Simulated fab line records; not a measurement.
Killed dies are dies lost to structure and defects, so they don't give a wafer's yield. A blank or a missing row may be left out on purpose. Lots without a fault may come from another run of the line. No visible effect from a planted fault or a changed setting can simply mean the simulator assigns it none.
What tool caused it? | flow sky130 | route of 708 steps, sampled at 1 step: 7 lots, 21 wafers

## WHAT THE GAUGES SHOWED, per wafer
SKY_FIELD_ISO_THK_MEAS_02.
lot  | measured    | on           | FIELD_ISO_OXIDATION_00_THK (nm)
L472 | day 2 03:16 | filmMetro-02 | 11.44 11.47 11.55
L474 | day 2 13:04 | filmMetro-03 | 11.68 11.58 11.68
L479 | day 3 14:24 | filmMetro-02 | 11.28 11.25 11.41
L481 | day 3 23:38 | filmMetro-03 | 11.90 11.87 11.82
L483 | day 4 09:47 | filmMetro-01 | 11.95 11.63 11.61
L485 | day 4 19:38 | filmMetro-02 | 11.56 11.73 11.73
L492 | day 6 07:31 | filmMetro-02 | 11.43 11.45 11.41

## WHICH TOOL RAN EACH LOT (tool, then ch and the chambers of the sampled wafers, then the start)
There is no process step in the record ahead of these readings.

## THE ANSWER, worked out from the rows above alone
Rule: the lots themselves supply what counts as usual. Put in order of their means at a reading, lots are off if they are a third of the lots or fewer, leave a main group of 4 or more, and stand apart from it by a gap of 3 or more times the standard deviation of the main group's means; of several such gaps the widest counts. Not used: any main group whose means are identical at the precision the tables above print for the reading. Also off: a lot with no number at a reading for which 4 or more lots have one. The other lots that the step has rows for count as sound.
No lot is off on any of the readings shown, so nothing can be concluded from this.

## WHAT THE SIMULATOR PUT IN
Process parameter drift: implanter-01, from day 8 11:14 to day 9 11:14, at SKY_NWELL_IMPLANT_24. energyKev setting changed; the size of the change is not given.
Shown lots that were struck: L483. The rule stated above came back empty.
